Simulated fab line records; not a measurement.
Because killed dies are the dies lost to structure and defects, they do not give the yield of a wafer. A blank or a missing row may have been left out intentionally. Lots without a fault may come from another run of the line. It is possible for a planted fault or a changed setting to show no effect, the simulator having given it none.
Chamber matching :: flow sky130 :: 4 sister chambers for SKY_VIA1_CMP_02 on cmp-02
The step polishes SiO2. 4 wafers are shown with their chamber, then 8 later ones without.

## EACH WAFER AND ITS CHAMBER
wafer: L205.1
chamber: 3
motor-current-A (A): 12.7

wafer: L210.5
chamber: 0
motor-current-A (A): 13.3

wafer: L210.6
chamber: 1
motor-current-A (A): 13.8

wafer: L213.3
chamber: 2
motor-current-A (A): 9.7

## WAFERS WHOSE CHAMBER IS MISSING
wafer: L213.4
motor-current-A (A): 12.4

wafer: L213.5
motor-current-A (A): 12.5

wafer: L223.1
motor-current-A (A): 13.6

wafer: L223.4
motor-current-A (A): 12.3

wafer: L223.6
motor-current-A (A): 10.6

wafer: L225.2
motor-current-A (A): 10.5

wafer: L225.3
motor-current-A (A): 12.8

wafer: L225.4
motor-current-A (A): 14.3

## THE CHAMBER EACH PASSED THROUGH
wafer: L213.4
from the rows above: can't be placed: 3 or 0
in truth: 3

wafer: L213.5
from the rows above: can't be placed: 3 or 0
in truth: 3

wafer: L223.1
from the rows above: can't be placed: 1 or 0 or 3
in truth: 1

wafer: L223.4
from the rows above: can't be placed: 3 or 0
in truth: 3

wafer: L223.6
from the rows above: 2
in truth: 2

wafer: L225.2
from the rows above: 2
in truth: 2

wafer: L225.3
from the rows above: can't be placed: 3 or 0 or 1
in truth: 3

wafer: L225.4
from the rows above: can't be placed: 1 or 0
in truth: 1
Correctly placed: 2 of 8. From these rows, 6 cannot be placed; in 6 the true chamber is one of the candidates. Number placed wrongly: 0.
How it was worked out, from the rows above alone: a wafer's distance from a chamber is the root of the sum, over the readings, of the square of ((its reading less the chamber's mean) divided by the reading's scatter). If the next closest chamber is less than 2 further off than the closest, the wafer can't be placed; otherwise it belongs to the closest. Each chamber's mean is taken over the wafers shown for it. The scatter: with one shown wafer a chamber, the root of the mean of the squares of how far each hidden wafer lies from its nearest shown one.
